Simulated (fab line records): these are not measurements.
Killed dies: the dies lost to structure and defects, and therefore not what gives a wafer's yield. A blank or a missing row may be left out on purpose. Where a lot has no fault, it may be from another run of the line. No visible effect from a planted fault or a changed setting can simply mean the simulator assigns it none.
fab line records ; flow sky130
record lots=13; wafers=39; last-day=50
route steps=708 shown GATE_OXIDE@200 LDD_HVN@274 LDD_HVP@282
lots that met no fault: taken from a fault-free run of the same line
start-h: the number of hours between the record's first day and the start of the first shown wafer of the lot ; wait-h: hours from the lot's prior step to this one ; " unchanged from the row above ; L1.1+2: several wafers, shown together as one row ; - value missing, or start not given ; * or withheld: withheld ; < > ~ a bound
route shown NAME@n: NAME is a module with steps in the file, n the number in the route of the first one ; usual: mean/standard deviation taken from wafers without a fault ; same: alike in all rows ; chamber/n: place in a boat ; sites: each site's reading ; _std_site: standard deviation across them ; _edge_site: mean of outer sites minus mean of inner sites ; radius-mm: how far each site lies from the wafer's centre ; mask NAME#n: copy n ; behind: tool/chamber where the wafer was last shaped ; hold: why the lot went on hold/how many hours it stayed there/how the hold came to an end ; device: the transistor (n, p or np) that didn't switch ; end of line: the route-end tests of the same wafers ; a step given without rows: its recipe and nothing more ; killed: the dies lost at the first sort to structure and to defects; this is not the yield of the wafer ; map: a wafer's dies, marking killed ones x, the rest . and places with no die _
set.NAME: the setting as run; set.NAME@STEP: as run at that earlier step ; model.NAME: the simulator's own value behind a step, which no gauge read
a sample of lots followed through the steps of the route, with each step as a table and each wafer as a row
services: when a tool's chamber went out of use (start-h, in hours from the record's first day, below 0 if earlier), for how many hours, and the reason
## steps
# step SKY_GATE_OXIDE_STRIP_13
# recipe chemistry=O2/N2; power-w=1400; pressure-mtorr=1500; platen-temp-c=withheld; o2-flow-sccm=3000; n2-flow-sccm=300; overash-fraction=0.5
# usual drypump-motor-current-A=5.7/0.51; n2-flow-sccm=300.0/0.81; oes-product-au=0.716/0.0048; strip-time-to-endpoint-s=14.23/0.04
lot.wafer;tool;chamber;start-h;wait-h;drypump-motor-current-A;n2-flow-sccm;oes-product-au;rf-hours-counter-h;strip-time-to-endpoint-s
L496.2;plasma-asher-01;1;298.76;0.0;6.3;300.0;0.716;48;14.23
L496.3;plasma-asher-01;0;298.76;0.0;5.2;300.3;0.715;-;14.20
L496.5;plasma-asher-01;1;298.76;0.0;6.3;301.2;0.712;-;14.19
L497.1;plasma-asher-01;1;310.45;0.0;6.3;300.2;0.714;49;14.15
L497.4;plasma-asher-01;1;310.45;0.0;6.3;299.8;0.724;-;14.19
L497.6;plasma-asher-01;1;310.45;0.0;6.3;300.3;0.720;-;14.15
L498.1;plasma-asher-01;0;317.86;0.0;5.1;299.9;0.712;49;14.13
L498.2;plasma-asher-01;1;317.86;0.0;6.3;299.9;0.714;49;14.13
L498.3;plasma-asher-01;0;317.86;0.0;5.2;300.3;0.720;-;14.18
L499.3;plasma-asher-01;1;339.65;0.0;6.3;299.8;0.722;-;14.24
L499.5;plasma-asher-01;0;339.65;0.0;5.2;299.4;0.722;-;14.15
L499.6;plasma-asher-01;1;339.65;0.0;6.3;300.1;0.719;-;14.18
L501.1;plasma-asher-03;0;363.81;0.0;4.8;300.4;0.710;70;14.29
L501.3;plasma-asher-03;0;363.81;0.0;4.9;300.0;0.719;-;14.22
L501.5;plasma-asher-03;0;363.81;0.0;4.9;299.6;0.706;-;14.22
L503.3;plasma-asher-01;0;364.05;0.0;5.1;301.0;0.717;-;14.21
L503.4;plasma-asher-01;1;364.05;0.0;6.3;299.4;0.718;-;14.24
L503.5;plasma-asher-01;1;364.05;0.0;6.3;300.6;0.719;-;14.22
L509.1;plasma-asher-01;0;417.91;0.1;5.1;300.3;0.720;55;14.24
L509.4;plasma-asher-01;1;417.91;0.1;6.3;300.3;0.724;-;14.25
L509.6;plasma-asher-01;0;417.91;0.1;5.1;299.9;0.721;-;14.28
L510.3;plasma-asher-01;1;424.65;0.0;6.3;299.6;0.715;-;14.19
L510.4;plasma-asher-01;0;424.65;0.0;5.2;299.4;0.713;-;14.23
L510.6;plasma-asher-01;1;424.65;0.0;6.3;300.5;0.713;-;14.26
L511.2;plasma-asher-01;1;433.66;0.0;6.3;298.8;0.708;57;14.25
L511.3;plasma-asher-01;1;433.66;0.0;6.3;299.6;0.711;-;14.21
L511.4;plasma-asher-01;0;433.66;0.0;5.2;300.1;0.725;-;14.22
L512.2;plasma-asher-02;0;444.65;0.0;6.0;299.8;0.713;76;14.29
L512.3;plasma-asher-02;0;444.65;0.0;6.0;298.5;0.719;-;14.27
L512.6;plasma-asher-02;1;444.65;0.0;5.8;298.8;0.709;-;14.29
L513.1;plasma-asher-03;1;452.45;0.0;5.8;300.6;0.714;1;14.25
L513.4;plasma-asher-03;1;452.45;0.0;5.9;300.0;0.709;-;14.24
L513.6;plasma-asher-03;1;452.45;0.0;5.8;300.6;0.721;-;14.18
L516.3;plasma-asher-03;0;479.60;0.0;4.8;301.1;0.713;-;14.19
L516.4;plasma-asher-03;1;479.60;0.0;5.8;299.3;0.716;-;14.14
L516.5;plasma-asher-03;0;479.60;0.0;4.8;300.5;0.716;-;14.18
L519.2;plasma-asher-01;0;501.56;0.0;5.1;300.2;0.723;64;14.27
L519.5;plasma-asher-01;1;501.56;0.0;6.3;300.6;0.718;-;14.24
L519.6;plasma-asher-01;0;501.56;0.0;5.2;300.1;0.712;-;14.27
# step SKY_LDD_HVN_OVL_MEAS_07
# usual LDD_HVN_OVL=-1.1/1.3
lot.wafer;tool;chamber;start-h;wait-h;LDD_HVN_OVL[nm]
L496.2;overlay-02;-;448.06;0.1;-2.4
L496.3;overlay-02;-;448.06;0.1;-2.3
L496.5;overlay-02;-;448.06;0.1;-3.7
L497.1;overlay-01;-;470.61;0.1;-1.3
L497.4;overlay-01;-;470.61;0.1;1.3
L497.6;overlay-01;-;470.61;0.1;-0.3
L498.1;overlay-02;-;473.00;0.1;0.0
L498.2;overlay-02;-;473.00;0.1;-0.7
L498.3;overlay-02;-;473.00;0.1;1.3
L499.3;overlay-02;-;503.42;0.1;-2.2
L499.5;overlay-02;-;503.42;0.1;-1.7
L499.6;overlay-02;-;503.42;0.1;-2.3
L503.3;overlay-02;-;529.29;0.1;-1.2
L503.4;overlay-02;-;529.29;0.1;-1.5
L503.5;overlay-02;-;529.29;0.1;-1.6
L501.1;overlay-02;-;529.57;0.1;-1.5
L501.3;overlay-02;-;529.57;0.1;-0.3
L501.5;overlay-02;-;529.57;0.1;-3.6
L509.1;overlay-02;-;579.72;0.1;-3.8
L509.4;overlay-02;-;579.72;0.1;-1.8
L509.6;overlay-02;-;579.72;0.1;-2.8
L510.3;overlay-02;-;587.29;0.1;-2.3
L510.4;overlay-02;-;587.29;0.1;0.9
L510.6;overlay-02;-;587.29;0.1;0.7
L511.2;overlay-01;-;597.10;0.1;0.1
L511.3;overlay-01;-;597.10;0.1;0.3
L511.4;overlay-01;-;597.10;0.1;0.5
L512.2;overlay-02;-;602.16;0.1;-0.1
L512.3;overlay-02;-;602.16;0.1;-1.8
L512.6;overlay-02;-;602.16;0.1;-2.3
L513.1;overlay-01;-;612.28;0.1;-0.1
L513.4;overlay-01;-;612.28;0.1;-1.4
L513.6;overlay-01;-;612.28;0.1;-0.4
L516.3;overlay-02;-;638.69;0.1;0.4
L516.4;overlay-02;-;638.69;0.1;-2.6
L516.5;overlay-02;-;638.69;0.1;0.8
L519.2;overlay-02;-;656.36;0.1;-1.9
L519.5;overlay-02;-;656.36;0.1;-1.2
L519.6;overlay-02;-;656.36;0.1;-3.0
# step SKY_LDD_HVN_STRIP_09
# recipe chemistry=O2/N2; power-w=1400; pressure-mtorr=1500; platen-temp-c=withheld; o2-flow-sccm=3000; n2-flow-sccm=300; overash-fraction=0.5
# usual drypump-motor-current-A=5.7/0.49; n2-flow-sccm=300.0/0.93; oes-product-au=0.408/0.0045; strip-time-to-endpoint-s=4.135/0.016
lot.wafer;tool;chamber;start-h;wait-h;drypump-motor-current-A;n2-flow-sccm;oes-product-au;rf-hours-counter-h;strip-time-to-endpoint-s
L496.2;plasma-asher-02;0;448.24;0.1;6.0;299.3;0.416;76;4.149
L496.3;plasma-asher-02;1;448.24;0.1;5.8;298.9;0.397;-;4.119
L496.5;plasma-asher-02;0;448.24;0.1;6.0;299.0;0.400;-;4.126
L497.1;plasma-asher-02;0;470.79;0.1;6.0;300.8;0.409;78;4.161
L497.4;plasma-asher-02;0;470.79;0.1;6.0;301.2;0.407;-;4.139
L497.6;plasma-asher-02;0;470.79;0.1;6.0;300.4;0.413;-;4.171
L498.1;plasma-asher-02;0;473.18;0.1;6.0;301.0;0.403;79;4.140
L498.2;plasma-asher-02;1;473.18;0.1;5.8;300.6;0.405;79;4.107
L498.3;plasma-asher-02;1;473.18;0.1;5.8;299.6;0.397;-;4.122
L499.3;plasma-asher-02;1;503.63;0.1;5.8;300.3;0.408;-;4.137
L499.5;plasma-asher-02;0;503.63;0.1;6.0;300.0;0.407;-;4.125
L499.6;plasma-asher-02;1;503.63;0.1;5.8;300.4;0.409;-;4.127
L503.3;plasma-asher-02;0;529.49;0.1;6.0;300.1;0.409;-;4.130
L503.4;plasma-asher-02;1;529.49;0.1;5.8;300.6;0.413;-;4.146
L503.5;plasma-asher-02;1;529.49;0.1;5.8;301.2;0.411;-;4.115
L501.1;plasma-asher-03;1;529.76;0.1;5.8;300.1;0.407;9;4.095
L501.3;plasma-asher-03;1;529.76;0.1;5.8;302.0;0.407;-;4.101
L501.5;plasma-asher-03;1;529.76;0.1;5.9;300.1;0.405;-;4.102
L509.1;plasma-asher-02;1;579.91;0.1;5.8;300.7;0.412;89;4.151
L509.4;plasma-asher-02;1;579.91;0.1;5.8;300.2;0.405;-;4.163
L509.6;plasma-asher-02;1;579.91;0.1;5.8;300.7;0.402;-;4.141
L510.3;plasma-asher-04;0;587.49;0.1;4.8;299.7;0.410;-;4.117
L510.4;plasma-asher-04;1;587.49;0.1;6.2;300.5;0.412;-;4.139
L510.6;plasma-asher-04;1;587.49;0.1;6.2;300.1;0.409;-;4.118
L511.2;plasma-asher-03;0;597.28;0.1;4.8;299.9;0.415;16;4.121
L511.3;plasma-asher-03;0;597.28;0.1;4.8;299.8;0.407;-;4.108
L511.4;plasma-asher-03;1;597.28;0.1;5.8;299.2;0.407;-;4.128
L512.2;plasma-asher-02;1;602.34;0.1;5.8;299.9;0.412;91;4.135
L512.3;plasma-asher-02;1;602.34;0.1;5.8;299.4;0.400;-;4.144
L512.6;plasma-asher-02;0;602.34;0.1;6.0;301.3;0.406;-;4.111
L513.1;plasma-asher-04;1;612.46;0.1;6.2;299.9;0.404;53;4.142
L513.4;plasma-asher-04;0;612.46;0.1;4.9;300.1;0.409;-;4.131
L513.6;plasma-asher-04;0;612.46;0.1;4.9;300.4;0.411;-;4.148
L516.3;plasma-asher-02;1;638.89;0.1;5.8;300.1;0.407;-;4.155
L516.4;plasma-asher-02;0;638.89;0.1;6.0;299.0;0.415;-;4.163
L516.5;plasma-asher-02;1;638.89;0.1;5.8;299.0;0.412;-;4.150
L519.2;plasma-asher-03;0;656.54;0.1;4.8;299.7;0.411;22;4.148
L519.5;plasma-asher-03;0;656.54;0.1;4.8;300.3;0.400;-;4.147
L519.6;plasma-asher-03;1;656.54;0.1;5.9;301.7;0.408;-;4.145
# step SKY_LDD_HVP_EXPOSE_04
# recipe mask-id=HVPTM; na=0.6; source-shape=conventional; sigma-outer=0.6; polarization=unpolarized; target-cd-nm=700; dose-mj=86
lot.wafer;tool;chamber;start-h;wait-h;mask
L496.2+3+5;iline-stepper-01;0;464.20;-;HVPTM#0
L497.1+4+6;iline-stepper-02;0;489.28;-;HVPTM#0
L498.1+2+3;iline-stepper-02;0;489.40;-;HVPTM#0
L499.3+5+6;iline-stepper-01;0;518.46;-;HVNTM#0
L503.3+4+5;iline-stepper-01;0;544.52;-;HVPTM#0
L501.1+3+5;iline-stepper-01;0;545.18;-;HVPTM#0
L509.1+4+6;iline-stepper-02;0;595.11;-;HVPTM#0
L510.3+4+6;iline-stepper-01;0;602.11;-;HVPTM#0
L511.2+3+4;iline-stepper-02;0;611.74;-;HVPTM#0
L512.2+3+6;iline-stepper-02;0;616.97;-;HVPTM#0
L513.1+4+6;iline-stepper-01;0;627.21;-;HVPTM#0
L516.3+4+5;iline-stepper-01;0;653.20;-;HVPTM#0
L519.2+5+6;iline-stepper-02;0;671.00;-;HVPTM#0
# step SKY_LDD_HVP_OVL_MEAS_07
# usual LDD_HVP_OVL=-1.9/1.3
lot.wafer;tool;chamber;start-h;wait-h;LDD_HVP_OVL[nm]
L496.2;overlay-01;-;478.66;0.1;-1.2
L496.3;overlay-01;-;478.66;0.1;-1.0
L496.5;overlay-01;-;478.66;0.1;-2.4
L497.1;overlay-01;-;504.53;0.1;-1.6
L497.4;overlay-01;-;504.53;0.1;1.3
L497.6;overlay-01;-;504.53;0.1;-1.3
L498.1;overlay-02;-;504.66;0.1;-2.9
L498.2;overlay-02;-;504.66;0.1;-3.5
L498.3;overlay-02;-;504.66;0.1;-2.9
L499.3;overlay-01;-;533.71;0.1;-
L499.5;overlay-01;-;533.71;0.1;-
L499.6;overlay-01;-;533.71;0.1;-
L503.3;overlay-01;-;559.34;0.1;-1.9
L503.4;overlay-01;-;559.34;0.1;-3.2
L503.5;overlay-01;-;559.34;0.1;-3.3
L501.1;overlay-01;-;560.15;0.1;-1.2
L501.3;overlay-01;-;560.15;0.1;-1.1
L501.5;overlay-01;-;560.15;0.1;-1.6
L509.1;overlay-01;-;609.75;0.1;-2.0
L509.4;overlay-01;-;609.75;0.1;-0.5
L509.6;overlay-01;-;609.75;0.1;-0.5
L510.3;overlay-02;-;616.36;0.1;-0.8
L510.4;overlay-02;-;616.36;0.1;-3.4
L510.6;overlay-02;-;616.36;0.1;-1.4
L511.2;overlay-02;-;625.86;0.1;-1.1
L511.3;overlay-02;-;625.86;0.1;-1.3
L511.4;overlay-02;-;625.86;0.1;-2.8
L512.2;overlay-01;-;630.81;0.1;-1.9
L512.3;overlay-01;-;630.81;0.1;-4.2
L512.6;overlay-01;-;630.81;0.1;-0.2
L513.1;overlay-01;-;641.45;0.1;-2.2
L513.4;overlay-01;-;641.45;0.1;0.3
L513.6;overlay-01;-;641.45;0.1;-2.4
L516.3;overlay-02;-;667.17;0.1;-4.8
L516.4;overlay-02;-;667.17;0.1;-5.5
L516.5;overlay-02;-;667.17;0.1;-2.7
L519.2;overlay-02;-;684.76;0.1;-3.2
L519.5;overlay-02;-;684.76;0.1;-2.3
L519.6;overlay-02;-;684.76;0.1;-1.2
# step SKY_LDD_HVP_TW_MEAS_10
# usual LDD_HVP_TW=459/4.7
lot.wafer;tool;chamber;start-h;wait-h;LDD_HVP_TW
L496.2;film-metro-01;-;478.95;0.1;458
L496.3;film-metro-01;-;478.95;0.1;458
L496.5;film-metro-01;-;478.95;0.1;454
L497.1;film-metro-01;-;504.82;0.1;455
L497.4;film-metro-01;-;504.82;0.1;453
L497.6;film-metro-01;-;504.82;0.1;456
L498.1;film-metro-04;-;504.94;0.1;465
L498.2;film-metro-04;-;504.94;0.1;464
L498.3;film-metro-04;-;504.94;0.1;466
L499.3;film-metro-02;-;534.00;0.1;30
L499.5;film-metro-02;-;534.00;0.1;30
L499.6;film-metro-02;-;534.00;0.1;30
L503.3;film-metro-04;-;559.64;0.1;465
L503.4;film-metro-04;-;559.64;0.1;465
L503.5;film-metro-04;-;559.64;0.1;466
L501.1;film-metro-02;-;560.43;0.1;460
L501.3;film-metro-02;-;560.43;0.1;460
L501.5;film-metro-02;-;560.43;0.1;460
L509.1;film-metro-04;-;610.03;0.1;465
L509.4;film-metro-04;-;610.03;0.1;463
L509.6;film-metro-04;-;610.03;0.1;463
L510.3;film-metro-02;-;616.65;0.1;455
L510.4;film-metro-02;-;616.65;0.1;456
L510.6;film-metro-02;-;616.65;0.1;459
L511.2;film-metro-04;-;626.15;0.1;468
L511.3;film-metro-04;-;626.15;0.1;465
L511.4;film-metro-04;-;626.15;0.1;468
L512.2;film-metro-01;-;631.10;0.1;452
L512.3;film-metro-01;-;631.10;0.1;450
L512.6;film-metro-01;-;631.10;0.1;454
L513.1;film-metro-02;-;641.73;0.1;463
L513.4;film-metro-02;-;641.73;0.1;460
L513.6;film-metro-02;-;641.73;0.1;459
L516.3;film-metro-04;-;667.46;0.1;465
L516.4;film-metro-04;-;667.46;0.1;462
L516.5;film-metro-04;-;667.46;0.1;465
L519.2;film-metro-04;-;685.05;0.1;466
L519.5;film-metro-04;-;685.05;0.1;466
L519.6;film-metro-04;-;685.05;0.1;466
## services
tool;chamber;start-h;hours;kind
iline-stepper-01;-;295.26;1.7;pm
iline-stepper-02;-;322.53;8.9;pm
iline-stepper-01;0;341.93;-;calibration
iline-stepper-01;-;342.47;8.0;repair
plasma-asher-01;-;366.47;4.3;pm
plasma-asher-01;-;374.77;24.6;pm
plasma-asher-01;-;399.42;15.6;pm
iline-stepper-02;-;399.67;1.7;pm
plasma-asher-03;-;402.37;28.1;pm
iline-stepper-02;0;406.44;-;calibration
plasma-asher-02;-;416.96;1.8;repair
iline-stepper-02;-;419.26;9.5;repair
plasma-asher-03;-;430.47;9.0;pm
plasma-asher-03;0;430.47;9.0;vent-cycle
plasma-asher-02;-;431.94;6.0;repair
plasma-asher-03;-;475.91;0.8;repair
iline-stepper-02;-;485.90;2.1;pm
iline-stepper-01;-;513.44;1.7;pm
iline-stepper-01;-;534.72;0.8;repair
iline-stepper-02;-;543.00;7.2;repair
iline-stepper-01;0;551.48;-;calibration
plasma-asher-02;-;586.94;1.7;repair
iline-stepper-02;-;617.85;1.7;pm
iline-stepper-01;-;646.50;2.0;repair
## key
first-sign step=SKY_LDD_HVP_EXPOSE_04; reading=mask; direction=changed
effect step=SKY_LDD_HVP_OVL_MEAS_07; reading=LDD_HVP_OVL; direction=missing
effect step=SKY_LDD_HVP_TW_MEAS_10; reading=LDD_HVP_TW; direction=down; sigmas=92; usual=459; struck=30
met-at SKY_LDD_HVP_EXPOSE_04
struck-lots L499
sort-left-out L499.3,L499.5,L499.6
tester-left-out L499
not-acting-at SKY_GATE_OXIDE_STRIP_13,SKY_LDD_HVN_OVL_MEAS_07,SKY_LDD_HVN_STRIP_09
onset-between 464.20 518.46
fault kind=wrong-mask; tool=any; chamber=-; onset-h=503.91; steps=SKY_LDD_HVP_EXPOSE_04; aux-copy=HVNTM#0; scope=struck-lots-only
# tester-left-out: of these lots the tester's yield and bins aren't shown, on N5 and GAA mostly nor the transistor test; their killed dies are dies lost to structure and defects alone, not to doping, threshold or leakage, so they don't give the yield
# sort-left-out: the simulated sort isn't trusted on such a fault, so these wafers' sort isn't shown, and their yield isn't known
